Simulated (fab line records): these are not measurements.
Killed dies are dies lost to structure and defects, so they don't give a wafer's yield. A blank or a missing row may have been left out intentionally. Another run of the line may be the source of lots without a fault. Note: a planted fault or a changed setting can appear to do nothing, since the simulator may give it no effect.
The tool behind it: which one? ; flow gf180mcu ; 72 wafers from 24 lots sampled at 6 of the route's 602 steps

WHAT THE GAUGES SHOWED, per wafer
GF_M4_THK_MEAS_06: measures by xrf. Usual: for M4_ALCU_THK the level is 462 nm and the standard deviation is 5.5.
lot;measured;on;M4_ALCU_THK (nm);flag
L074;day 22 10:01;filmMetro-02;460 461 462;
L075;day 22 17:56;filmMetro-04;466 466 467;
L076;day 23 06:20;filmMetro-04;464 469 467;
L077;day 23 10:30;filmMetro-04;472 472 464;
L078;day 23 23:29;filmMetro-02;466 457 458;
L079;day 24 08:57;filmMetro-02;468 476 473;
L080;day 24 13:27;filmMetro-04;469 471 470;
L081;day 24 21:50;filmMetro-02;465 459 461;
L082;day 25 10:55;filmMetro-04;464 461 463;
L083;day 25 19:31;filmMetro-02;455 458 462;
L084;day 26 00:02;filmMetro-04;461 465 466;
L085;day 26 09:52;filmMetro-03;464 462 457;
L086;day 26 16:31;filmMetro-04;462 462 457;
L087;day 26 23:05;filmMetro-04;467 466 466;
L089;day 27 08:50;filmMetro-02;453 455 455;
L088;day 27 14:37;filmMetro-03;460 457 462;
L090;day 27 19:28;filmMetro-03;452 458 458;
L091;day 28 06:37;filmMetro-03;460 458 458;
L092;day 28 14:49;filmMetro-03;453 454 446;
L093;day 28 15:02;filmMetro-02;461 463 460;
L094;day 29 00:22;filmMetro-02;455 451 456;
L095;day 29 05:40;filmMetro-02;455 460 462;
L097;day 29 15:18;filmMetro-04;458 467 462;
L096;day 29 17:50;filmMetro-04;463 459 459;

GF_V4_RS_MEAS_24: the measuring method here is four-point-probe. Usual: for V4_W_RS the level is 0.329 ohm/sq and the standard deviation is 0.003.
lot;measured;on;V4_W_RS (ohm/sq);flag
L074;day 24 09:24;filmMetro-02;0.336 0.335 0.336;
L075;day 24 16:31;filmMetro-02;0.326 0.325 0.327;
L076;day 25 04:37;filmMetro-01;0.324 0.325 0.323;
L077;day 25 08:41;filmMetro-02;0.332 0.329 0.330;
L078;day 25 20:09;filmMetro-03;0.331 0.331 0.333;
L079;day 26 06:34;filmMetro-03;0.331 0.328 0.328;
L080;day 26 10:16;filmMetro-03;0.330 0.328 0.328;
L081;day 26 17:34;filmMetro-01;0.328 0.329 0.331;
L082;day 27 07:42;filmMetro-02;0.327 0.329 0.327;
L083;day 27 14:22;filmMetro-02;0.326 0.326 0.327;
L084;day 27 19:05;filmMetro-02;0.319 0.326 0.324;
L085;day 28 04:07;filmMetro-02;0.326 0.330 0.328;
L086;day 28 10:17;filmMetro-02;0.326 0.330 0.331;
L087;day 28 16:37;filmMetro-02;0.325 0.325 0.329;
L089;day 29 02:02;filmMetro-03;0.330 0.329 0.330;
L088;day 29 07:29;filmMetro-03;0.329 0.336 0.332;
L090;day 29 12:22;filmMetro-03;0.328 0.326 0.328;
L091;day 29 23:28;filmMetro-03;0.330 0.329 0.328;
L092;day 30 06:07;filmMetro-03;0.333 0.327 0.330;
L093;day 30 07:06;filmMetro-01;0.329 0.332 0.332;
L094;day 30 15:52;filmMetro-03;0.330 0.330 0.326;
L095;day 30 20:40;filmMetro-03;0.326 0.328 0.330;
L097;day 31 05:49;filmMetro-03;0.328 0.331 0.332;
L096;day 31 07:46;filmMetro-03;0.326 0.328 0.328;

GF_V5_THK_MEAS_25: measures by xrf. Usual: for V5_W_THK the level is 354 nm and the standard deviation is 4.3.
lot;measured;on;V5_W_THK (nm);flag
L074;day 27 04:02;filmMetro-04;362 356 364;
L075;day 27 11:08;filmMetro-04;360 362 355;
L076;day 27 23:26;filmMetro-02;354 352 346;
L077;day 28 02:22;filmMetro-01;354 360 360;
L078;day 28 12:41;filmMetro-02;358 358 356;
L079;day 28 22:12;filmMetro-02;348 357 350;
L080;day 29 01:00;filmMetro-02;348 352 345;
L081;day 29 08:53;filmMetro-04;355 358 355;
L082;day 29 21:24;filmMetro-02;355 352 351;
L083;day 30 04:00;filmMetro-02;352 349 350;
L084;day 30 07:59;filmMetro-04;354 356 351;
L085;day 30 16:22;filmMetro-04;357 355 359;
L086;day 30 22:59;filmMetro-04;345 354 351;
L087;day 31 04:17;filmMetro-02;353 353 347;
L089;day 31 12:17;filmMetro-04;357 357 356;
L088;day 31 17:30;filmMetro-01;351 354 356;
L090;day 31 21:58;filmMetro-01;353 355 357;
L091;day 32 07:08;filmMetro-01;355 352 356;
L092;day 32 15:24;filmMetro-02;346 353 350;
L093;day 32 15:49;filmMetro-04;352 353 350;
L094;day 32 21:52;filmMetro-01;350 353 357;
L095;day 33 01:59;filmMetro-04;352 355 359;
L097;day 33 10:53;filmMetro-01;344 355 346;
L096;day 33 12:34;filmMetro-04;353 353 354;

WHAT TOOL EACH LOT RAN ON (gives the tool, then ch and the chambers of the sampled wafers, and finally the start)
lot;GF_POLY_GATE_ETCH_13;GF_M3_SPUTTER_03;GF_MIM_SPUTTER_03
L074;rieSi-01 ch 1,2,3, day 9 04:30;pvdSputter-04, day 20 07:01;pvdSputter-04, day 24 10:00
L075;rieSi-01 ch 0,1,2, day 9 12:29;pvdSputter-04, day 20 15:21;pvdSputter-04, day 24 17:09
L076;rieSi-02 ch 0,1, day 9 20:35;pvdSputter-03, day 21 03:20;pvdSputter-04, day 25 05:13
L077;rieSi-01 ch 0,2,3, day 9 22:14;pvdSputter-02, day 21 08:57;pvdSputter-04, day 25 09:19
L078;rieSi-02 ch 0,1,2, day 10 11:00;pvdSputter-03, day 21 22:18;pvdSputter-02, day 25 20:45
L079;rieSi-01 ch 0,2,3, day 10 17:11;pvdSputter-03, day 22 08:40;pvdSputter-03, day 26 07:11
L080;rieSi-01 ch 0,1,3, day 10 22:38;pvdSputter-02, day 22 12:57;pvdSputter-03, day 26 10:58
L081;rieSi-01 ch 0,1,2, day 11 04:35;pvdSputter-03, day 22 23:11;pvdSputter-03, day 26 18:11
L082;rieSi-02 ch 1,2,3, day 11 15:42;pvdSputter-03, day 23 11:24;pvdSputter-02, day 27 08:18
L083;rieSi-02 ch 0,2, day 11 21:48;pvdSputter-04, day 23 20:10;pvdSputter-04, day 27 15:01
L084;rieSi-01 ch 0,1,2, day 12 05:39;pvdSputter-04, day 24 01:39;pvdSputter-02, day 27 19:41
L085;rieSi-01 ch 0,1,3, day 12 10:59;pvdSputter-04, day 24 11:18;pvdSputter-04, day 28 04:45
L086;rieSi-01 ch 0,2,3, day 12 18:31;pvdSputter-02, day 24 19:36;pvdSputter-03, day 28 10:53
L087;rieSi-02 ch 0,1,2, day 13 02:15;pvdSputter-03, day 25 02:41;pvdSputter-04, day 28 17:15
L089;rieSi-01 ch 0,2, day 13 14:29;pvdSputter-03, day 25 12:07;pvdSputter-03, day 29 02:39
L088;rieSi-02 ch 0,3, day 13 14:47;pvdSputter-02, day 25 18:19;pvdSputter-03, day 29 08:06
L090;rieSi-02 ch 2,3, day 13 21:44;pvdSputter-04, day 25 23:42;pvdSputter-04, day 29 13:00
L091;rieSi-02 ch 1,2,3, day 14 10:20;pvdSputter-03, day 26 11:46;pvdSputter-03, day 30 00:06
L092;rieSi-01 ch 0,1,2, day 14 13:02;pvdSputter-03, day 26 19:22;pvdSputter-02, day 30 06:44
L093;rieSi-02 ch 2,3, day 14 19:20;pvdSputter-03, day 26 20:19;pvdSputter-04, day 30 07:44
L094;rieSi-01 ch 0,1,2, day 15 04:44;pvdSputter-03, day 27 05:59;pvdSputter-02, day 30 16:49
L095;rieSi-01 ch 0,3, day 15 10:53;pvdSputter-02, day 27 10:20;pvdSputter-03, day 30 21:18
L097;rieSi-02 ch 1,2, day 15 22:35;pvdSputter-02, day 27 21:20;pvdSputter-04, day 31 06:27
L096;rieSi-02 ch 0,2,3, day 16 01:59;pvdSputter-02, day 28 00:24;pvdSputter-04, day 31 08:25
- GF_POLY_GATE_ETCH_13: etches poly-Si in HBr/Cl2, stops on SiO2, target depth 198.5 nm, time 69.6 s.
- GF_M3_SPUTTER_03: material Ti, target thk 10 nm, time 6.7 s.
- GF_MIM_SPUTTER_03: material Ti, target thk 10 nm, time 6.7 s.

WHAT THE TOOLS THEMSELVES READ (means of the sampled wafers that have a number; where no wafer has one, the mark that the record gives instead)
GF_POLY_GATE_ETCH_13. Usual: HBr_flow_sccm 149.9 sccm, standard deviation 0.45; drypumpMotorCurrentA 5.6 A, standard deviation 0.4; oesProductAu 0.990 a.u., standard deviation 0.0082; throttleValvePct 33.684 %, standard deviation 0.009.
lot;tool;HBr_flow_sccm (sccm);drypumpMotorCurrentA (A);oesProductAu (a.u.);throttleValvePct (%);flag
L074;rieSi-01;149.8;5.9;0.999;33.697;
L075;rieSi-01;150.2;5.9;0.981;33.678;
L076;rieSi-02;149.9;5.5;0.988;33.680;
L077;rieSi-01;149.9;5.6;0.983;33.679;
L078;rieSi-02;150.4;5.4;0.989;33.681;
L079;rieSi-01;150.2;5.7;0.990;33.677;
L080;rieSi-01;150.0;5.6;0.984;33.678;
L081;rieSi-01;150.0;5.9;1.003;33.670;
L082;rieSi-02;149.8;5.5;0.989;33.685;
L083;rieSi-02;150.1;5.3;0.976;33.689;
L084;rieSi-01;149.4;5.9;0.988;33.688;
L085;rieSi-01;149.7;5.6;0.997;33.686;
L086;rieSi-01;149.9;5.6;0.995;33.691;
L087;rieSi-02;149.6;5.4;0.984;33.680;
L089;rieSi-01;150.0;5.6;0.999;33.686;
L088;rieSi-02;149.9;5.6;0.994;33.684;
L090;rieSi-02;150.0;5.5;0.987;33.686;
L091;rieSi-02;150.0;5.5;0.988;33.685;
L092;rieSi-01;149.9;5.9;0.996;33.691;
L093;rieSi-02;150.9;5.5;0.993;33.681;
L094;rieSi-01;149.5;5.9;0.988;33.680;
L095;rieSi-01;150.4;5.4;0.989;33.675;
L097;rieSi-02;149.8;5.6;0.986;33.683;
L096;rieSi-02;149.8;5.4;0.995;33.682;

GF_M3_SPUTTER_03. Usual: cathodeDcPowerW 3000.0 W, standard deviation 0.56; throttleValvePct 30.0 %, standard deviation 0.73.
lot;tool;cathodeDcPowerW (W);throttleValvePct (%);flag
L074;pvdSputter-04;3000.4;30.3;
L075;pvdSputter-04;2999.9;30.0;
L076;pvdSputter-03;3000.4;30.3;
L077;pvdSputter-02;3000.1;29.0;
L078;pvdSputter-03;2999.8;29.4;
L079;pvdSputter-03;3000.0;30.1;
L080;pvdSputter-02;3000.2;29.3;
L081;pvdSputter-03;3000.2;30.2;
L082;pvdSputter-03;2999.6;30.2;
L083;pvdSputter-04;3000.2;30.1;
L084;pvdSputter-04;2999.6;30.0;
L085;pvdSputter-04;2999.7;30.1;
L086;pvdSputter-02;2999.5;30.0;
L087;pvdSputter-03;3000.0;30.0;
L089;pvdSputter-03;2999.7;30.1;
L088;pvdSputter-02;3000.1;29.9;
L090;pvdSputter-04;3000.3;30.2;
L091;pvdSputter-03;2999.8;30.6;
L092;pvdSputter-03;3000.2;30.0;
L093;pvdSputter-03;3000.1;30.5;
L094;pvdSputter-03;3000.1;30.1;
L095;pvdSputter-02;3000.2;30.9;
L097;pvdSputter-02;2999.9;29.3;
L096;pvdSputter-02;2999.9;30.6;

GF_MIM_SPUTTER_03. Usual: cathodeDcPowerW 3000.0 W, standard deviation 0.52; throttleValvePct 30.1 %, standard deviation 0.65.
lot;tool;cathodeDcPowerW (W);throttleValvePct (%);flag
L074;pvdSputter-04;3000.1;30.2;
L075;pvdSputter-04;3000.0;30.0;
L076;pvdSputter-04;3000.1;30.2;
L077;pvdSputter-04;3000.1;30.3;
L078;pvdSputter-02;3000.3;29.8;
L079;pvdSputter-03;3000.6;29.7;
L080;pvdSputter-03;3000.3;30.0;
L081;pvdSputter-03;3000.1;30.4;
L082;pvdSputter-02;3000.0;29.0;
L083;pvdSputter-04;2999.9;30.0;
L084;pvdSputter-02;2999.4;30.7;
L085;pvdSputter-04;3000.5;30.5;
L086;pvdSputter-03;3000.6;29.8;
L087;pvdSputter-04;2999.9;29.9;
L089;pvdSputter-03;2999.8;30.0;
L088;pvdSputter-03;3000.0;29.6;
L090;pvdSputter-04;3000.1;30.1;
L091;pvdSputter-03;3000.1;30.2;
L092;pvdSputter-02;2999.7;29.4;
L093;pvdSputter-04;3000.2;30.1;
L094;pvdSputter-02;2999.8;29.9;
L095;pvdSputter-03;2999.8;30.2;
L097;pvdSputter-04;2999.6;30.4;
L096;pvdSputter-04;3000.1;30.4;

THE ANSWER, worked out from the rows above alone
Rule: a lot is off if the mean of its wafers that have a number lies more than 3 standard deviations from the usual mean. A lot without any number at a reading at which 4 lots or more have one is off too. Where the step has rows for the other lots, those lots are counted as sound. After the gauges, taken in route order, come the tools' own readings; for these a lot's mean is taken, as printed above. The first step at which some lot is off is used, and at that step the reading that is off furthest; a lot without a number counts as furthest.
No lot is off at any reading shown: from this, nothing can be told.

WHAT THE SIMULATOR PUT IN
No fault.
